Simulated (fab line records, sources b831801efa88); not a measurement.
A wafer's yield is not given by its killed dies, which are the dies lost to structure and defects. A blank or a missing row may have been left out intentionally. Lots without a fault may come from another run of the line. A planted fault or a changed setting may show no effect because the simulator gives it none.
Which tool is to blame? ; flow sky130 ; Sampling: 15 lots, 43 wafers, 6 of 708 route steps

## WHAT THE GAUGES READ, wafer by wafer
SKY_LI_CONTACT_OVL_MEAS_13. Usual: for LI_CONTACT_OVL the level is -2 nm and the standard deviation is 5.2.
lot;measured;on;LI_CONTACT_OVL (nm);flag
L910;day 29 03:58;overlay-02;-6 -1 0;
L911;day 29 21:58;overlay-02;-4 -14 -3;
L917;day 31 11:22;overlay-02;-9 -13;
L918;day 31 16:13;overlay-01;2 -4;
L919;day 31 23:42;overlay-02;0 1 1;
L920;day 32 08:52;overlay-01;-1 2 0;
L922;day 32 21:17;overlay-02;-1 4 8;
L925;day 33 18:46;overlay-02;2 -4 -2;
L927;day 34 17:22;overlay-01;-9 -10 -8;
L928;day 34 22:27;overlay-01;-10 2 1;
L929;day 35 04:49;overlay-02;-8 -6 -8;
L930;day 35 14:46;overlay-02;-4 -6 -8;
L931;day 35 23:10;overlay-01;0 2 -3;
L932;day 36 02:37;overlay-02;-3 -3 -10;
L933;day 36 11:43;overlay-01;-4 -5 2;

SKY_LI_CONTACT_RS_MEAS_22: uses a four-point probe to measure. Usual: for LI_CONTACT_W_RS the level is 0.287 ohm/sq and the standard deviation is 0.0032.
lot;measured;on;LI_CONTACT_W_RS (ohm/sq);flag
L910;day 29 04:41;film metro-03;0.287 0.289 0.290;
L911;day 29 22:44;film metro-02;0.286 0.291 0.286;
L917;day 31 12:06;film metro-04;0.293 0.287;
L918;day 31 16:57;film metro-03;0.282 0.285;
L919;day 32 00:26;film metro-03;0.286 0.286 0.282;
L920;day 32 09:35;film metro-04;0.287 0.291 0.284;
L922;day 32 22:01;film metro-03;0.286 0.288 0.286;
L925;day 33 19:30;film metro-02;0.286 0.281 0.284;
L927;day 34 18:07;film metro-04;0.287 0.289 0.284;
L928;day 34 23:11;film metro-03;0.284 0.288 0.285;
L929;day 35 05:32;film metro-04;0.284 0.285 0.282;
L930;day 35 15:29;film metro-04;0.293 0.287 0.295;
L931;day 35 23:53;film metro-02;0.283 0.282 0.284;
L932;day 36 03:20;film metro-04;0.288 0.289 0.290;
L933;day 36 12:28;film metro-04;0.289 0.284 0.286;

SKY_PASSIVATION_THK_MEAS_01. Usual: for PASSIVATION_CVD_00_THK the level is 90.6 nm and the standard deviation is 1.1.
lot;measured;on;PASSIVATION_CVD_00_THK (nm);flag
L910;day 43 19:08;film metro-02;89.2 92.4 90.3;
L911;day 44 11:09;film metro-04;90.4 90.3 91.4;
L917;day 45 16:35;film metro-04;90.1 91.1 90.1 91.1;
L918;day 45 19:40;film metro-03;90.0 91.2 89.9 91.1;
L919;day 46 02:39;film metro-02;90.2 91.2 90.7;
L920;day 46 12:35;film metro-04;90.0 89.2 91.0;
L922;day 46 21:17;film metro-04;90.0 88.7 91.4;
L925;day 47 12:46;film metro-02;91.6 91.1 93.0;
L927;day 48 05:17;film metro-03;91.4 90.4 91.1;
L928;day 48 10:14;film metro-02;90.8 91.1 91.7;
L929;day 48 11:59;film metro-02;89.8 89.6 90.8;
L930;day 48 18:02;film metro-03;89.2 90.1 91.3;
L931;day 49 02:19;film metro-03;90.1 91.6 91.4;
L932;day 49 04:49;film metro-03;90.3 89.6 91.6;
L933;day 49 11:53;film metro-03;89.7 89.9 90.0;

## TOOL THAT RAN EACH LOT (tool first, then ch and the chambers of the sampled wafers, then the start)
lot;SKY_SPACER_ETCHBACK_02;SKY_METAL1_METAL_ETCH_19;SKY_METAL1_STRIP_20
L910;rie diel-04 ch 0,3, day 23 01:26;rie metal-01 ch 1, day 32 20:08;plasma asher-01 ch 0,1, day 32 20:13
L911;rie diel-04 ch 0,3, day 23 19:14;rie metal-01 ch 0, day 33 12:43;plasma asher-04 ch 0,1, day 33 12:50
L917;rie diel-01 ch 0,2, day 25 12:11;rie metal-01 ch 0,1, day 34 23:53;plasma asher-02 ch 1, day 34 23:58
L918;rie diel-01 ch 1, day 25 19:29;rie metal-01 ch 1, day 35 04:52;plasma asher-01 ch 0,1, day 35 04:58
L919;rie diel-03 ch 1,3, day 26 01:01;rie metal-01 ch 0, day 35 12:07;plasma asher-01 ch 0,1, day 35 12:13
L920;rie diel-04 ch 0,1,2, day 26 10:15;rie metal-04 ch 0,1, day 35 22:05;plasma asher-01 ch 0,1, day 35 22:10
L922;rie diel-03 ch 1,2,3, day 27 00:26;rie metal-04 ch 0,1, day 36 09:08;plasma asher-04 ch 0,1, day 36 09:13
L925;rie diel-04 ch 0,2,3, day 28 00:44;rie metal-04 ch 1, day 37 06:43;plasma asher-04 ch 0,1, day 37 06:52
L927;rie diel-04 ch 0,2, day 29 00:53;rie metal-04 ch 0,1, day 38 03:31;plasma asher-04 ch 0,1, day 38 03:37
L928;rie diel-04 ch 0,2,3, day 29 05:23;rie metal-02 ch 0,1, day 38 08:41;plasma asher-01 ch 0,1, day 38 08:47
L929;rie diel-01 ch 0,2,3, day 29 13:50;rie metal-01 ch 0,1, day 38 13:19;plasma asher-01 ch 0,1, day 38 13:25
L930;rie diel-03 ch 1,2,3, day 29 21:36;rie metal-04 ch 0,1, day 39 00:20;plasma asher-01 ch 0,1, day 39 00:25
L931;rie diel-01 ch 0,1,3, day 30 06:49;rie metal-04 ch 0, day 39 09:26;plasma asher-04 ch 0,1, day 39 09:32
L932;rie diel-03 ch 1,2,3, day 30 10:26;rie metal-04 ch 0,1, day 39 11:25;plasma asher-04 ch 0,1, day 39 11:31
L933;rie diel-04 ch 0,1,2, day 30 20:23;rie metal-04 ch 1, day 39 21:22;plasma asher-01 ch 0,1, day 39 21:28
- SKY_SPACER_ETCHBACK_02: etches Si3N4 in CH3F/O2, stops on SiO2, time 46.7 s, target depth 45 nm.
- SKY_METAL1_METAL_ETCH_19: etches the open film in Cl2/BCl3, stops on SiO2, target depth 360 nm, time 78 s.
- SKY_METAL1_STRIP_20: strips in O2/N2.

## WHAT THE TOOLS THEMSELVES READ (means of the sampled wafers that have a number; where no wafer has one, the mark that the record gives instead)
SKY_SPACER_ETCHBACK_02. Usual: O2_flow_sccm 30.01 sccm, standard deviation 0.097; drypump motor current A 5.8 A, standard deviation 0.54; oes product au 0.855 a.u., standard deviation 0.0067; throttle valve pct 10.561 %, standard deviation 0.01.
lot;tool;O2_flow_sccm (sccm);drypump motor current A (A);oes product au (a.u.);throttle valve pct (%);flag
L910;rie diel-04;30.12;6.2;0.850;10.563;
L911;rie diel-04;30.12;6.2;0.859;10.561;
L917;rie diel-01;30.02;6.0;0.849;10.559;
L918;rie diel-01;30.09;5.6;0.850;10.572;
L919;rie diel-03;29.97;5.8;0.853;10.564;
L920;rie diel-04;30.03;5.9;0.863;10.560;
L922;rie diel-03;29.93;5.7;0.858;10.567;
L925;rie diel-04;30.06;5.8;0.861;10.552;
L927;rie diel-04;30.02;6.4;0.862;10.572;
L928;rie diel-04;29.95;5.8;0.862;10.565;
L929;rie diel-01;29.96;5.8;0.855;10.566;
L930;rie diel-03;29.89;5.7;0.848;10.553;
L931;rie diel-01;30.04;5.8;0.844;10.566;
L932;rie diel-03;30.07;5.7;0.855;10.566;
L933;rie diel-04;30.05;5.9;0.841;10.568;

SKY_METAL1_METAL_ETCH_19. Usual: drypump motor current A 5.62 A, standard deviation 0.13; oes product au 0.854 a.u., standard deviation 0.0061; throttle valve pct 22.264 %, standard deviation 0.0094.
lot;tool;drypump motor current A (A);oes product au (a.u.);throttle valve pct (%);flag
L910;rie metal-01;5.42;0.854;22.260;
L911;rie metal-01;5.57;0.844;22.257;
L917;rie metal-01;5.49;0.850;22.257;
L918;rie metal-01;5.41;0.853;22.263;
L919;rie metal-01;5.56;0.854;22.259;
L920;rie metal-04;5.73;0.854;22.267;
L922;rie metal-04;5.73;0.850;22.268;
L925;rie metal-04;5.74;0.852;22.276;
L927;rie metal-04;5.73;0.853;22.260;
L928;rie metal-02;5.69;0.852;22.267;
L929;rie metal-01;5.51;0.850;22.260;
L930;rie metal-04;5.73;0.853;22.271;
L931;rie metal-04;5.72;0.856;22.263;
L932;rie metal-04;5.74;0.853;22.267;
L933;rie metal-04;5.74;0.860;22.264;

SKY_METAL1_STRIP_20. Usual: drypump motor current A 5.63 A, standard deviation 0.23; n2 flow sccm 300.2 sccm, standard deviation 0.89; oes product au 0.344 a.u., standard deviation 0.0057; strip time to endpoint s 2.72 s, standard deviation 0.076.
lot;tool;drypump motor current A (A);n2 flow sccm (sccm);oes product au (a.u.);strip time to endpoint s (s);flag
L910;plasma asher-01;5.79;300.1;0.344;2.70;
L911;plasma asher-04;5.60;300.6;0.342;2.70;
L917;plasma asher-02;5.58;300.5;0.355;3.01;OFF
L918;plasma asher-01;5.71;301.3;0.359;3.19;OFF
L919;plasma asher-01;5.79;300.7;0.351;2.99;OFF
L920;plasma asher-01;5.81;299.8;0.342;2.77;
L922;plasma asher-04;5.62;299.9;0.345;2.74;
L925;plasma asher-04;5.51;300.3;0.351;2.76;
L927;plasma asher-04;5.51;300.3;0.348;2.71;
L928;plasma asher-01;5.80;299.2;0.340;2.65;
L929;plasma asher-01;5.65;299.6;0.349;2.78;
L930;plasma asher-01;5.80;299.5;0.347;2.73;
L931;plasma asher-04;5.60;299.6;0.342;2.63;
L932;plasma asher-04;5.60;300.1;0.338;2.61;
L933;plasma asher-01;5.64;298.8;0.346;2.77;

## THE ANSWER, worked out from the rows above alone
Rule: a lot counts as off when the mean over its wafers that have a number is more than 3 standard deviations away from the usual mean. Also off: a lot with no number at a reading for which 4 or more lots have one. All remaining lots with rows at the step are treated as sound. The gauges are gone through in route order, then the tools' own readings, and for those a lot's mean is taken as printed above. At the first step where some lot is off, the reading lying furthest off is the one used; lots without a number count as furthest.
Off: L917, L918, L919, at SKY_METAL1_STRIP_20 (strip time to endpoint s).
If a tool, at that step or one of the process steps before it, ran each lot that is off and ran no sound lot following the first of them, it fits. Of those tried, none fits.

## WHAT HAD BEEN PUT IN BY THE SIMULATOR
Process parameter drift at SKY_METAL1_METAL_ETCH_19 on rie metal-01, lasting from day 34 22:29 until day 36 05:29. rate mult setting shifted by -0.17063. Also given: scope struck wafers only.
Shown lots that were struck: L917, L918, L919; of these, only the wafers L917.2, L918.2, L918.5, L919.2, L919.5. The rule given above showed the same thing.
